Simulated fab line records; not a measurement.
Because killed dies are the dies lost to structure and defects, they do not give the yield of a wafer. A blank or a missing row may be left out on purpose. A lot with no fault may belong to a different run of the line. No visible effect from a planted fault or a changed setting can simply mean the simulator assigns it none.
Which tool is to blame? / flow sfq_line / 21 wafers from 7 lots sampled at 2 of the route's 325 steps

## WHAT THE GAUGES SHOWED, per wafer
SFQ_M5_OVL_MEAS_932.
lot=L958; measured=day 54 10:08; on=overlay-02; M5_OVL (nm)=-12 -12 -8
lot=L961; measured=day 54 14:56; on=overlay-02; M5_OVL (nm)=-2 -8 -10
lot=L964; measured=day 55 18:44; on=overlay-02; M5_OVL (nm)=1 1 1
lot=L966; measured=day 58 05:21; on=overlay-01; M5_OVL (nm)=4 10 6
lot=L968; measured=day 59 01:47; on=overlay-02; M5_OVL (nm)=62 62 61
lot=L970; measured=day 59 14:59; on=overlay-02; M5_OVL (nm)=56 54 54
lot=L977; measured=day 60 23:30; on=overlay-01; M5_OVL (nm)=-5 -2 -9

## WHICH TOOL RAN EACH LOT (tool, then ch and the chambers of the sampled wafers, then the start)
lot=L958; SFQ_TRILAYER_M5_LITHO_EXPOSE_124=krf_scanner-02 ch 0, day 54 09:01
lot=L961; SFQ_TRILAYER_M5_LITHO_EXPOSE_124=krf_scanner-02 ch 0, day 54 13:49
lot=L964; SFQ_TRILAYER_M5_LITHO_EXPOSE_124=krf_scanner-01 ch 0, day 55 17:26
lot=L966; SFQ_TRILAYER_M5_LITHO_EXPOSE_124=krf_scanner-02 ch 0, day 58 03:51
lot=L968; SFQ_TRILAYER_M5_LITHO_EXPOSE_124=krf_scanner-01 ch 0, day 59 00:52
lot=L970; SFQ_TRILAYER_M5_LITHO_EXPOSE_124=krf_scanner-01 ch 0, day 59 13:40
lot=L977; SFQ_TRILAYER_M5_LITHO_EXPOSE_124=krf_scanner-02 ch 0, day 60 22:00
- SFQ_TRILAYER_M5_LITHO_EXPOSE_124: exposes mask M5, target cd 700 nm.

## THE ANSWER, worked out from the rows above alone
Rule: the usual values come from the lots themselves. Put in order of their means at a reading, lots are off if they are a third of the lots or fewer, leave a main group of 4 or more, and stand apart from it by a gap of 3 or more times the standard deviation of the main group's means; of several such gaps the widest counts. Not used: any main group whose means are identical at the precision the tables above print for the reading. Also off: a lot with no number at a reading for which 4 or more lots have one. Where the step has rows for the other lots, those lots are counted as sound.
Off: L968, L970, seen at SFQ_M5_OVL_MEAS_932 (M5_OVL). The main group: mean -3 nm, standard deviation 6.1.
A tool fits if, at a process step before that reading, it ran every lot that is off, and no sound lot after the first of them. Those tools and the gauges at SFQ_M5_OVL_MEAS_932 are tried in the same way. This does not decide it: 2 tools fit, namely krf_scanner-01 at SFQ_TRILAYER_M5_LITHO_EXPOSE_124 and overlay-02 at SFQ_M5_OVL_MEAS_932.

## WHAT THE SIMULATOR HAD PUT IN
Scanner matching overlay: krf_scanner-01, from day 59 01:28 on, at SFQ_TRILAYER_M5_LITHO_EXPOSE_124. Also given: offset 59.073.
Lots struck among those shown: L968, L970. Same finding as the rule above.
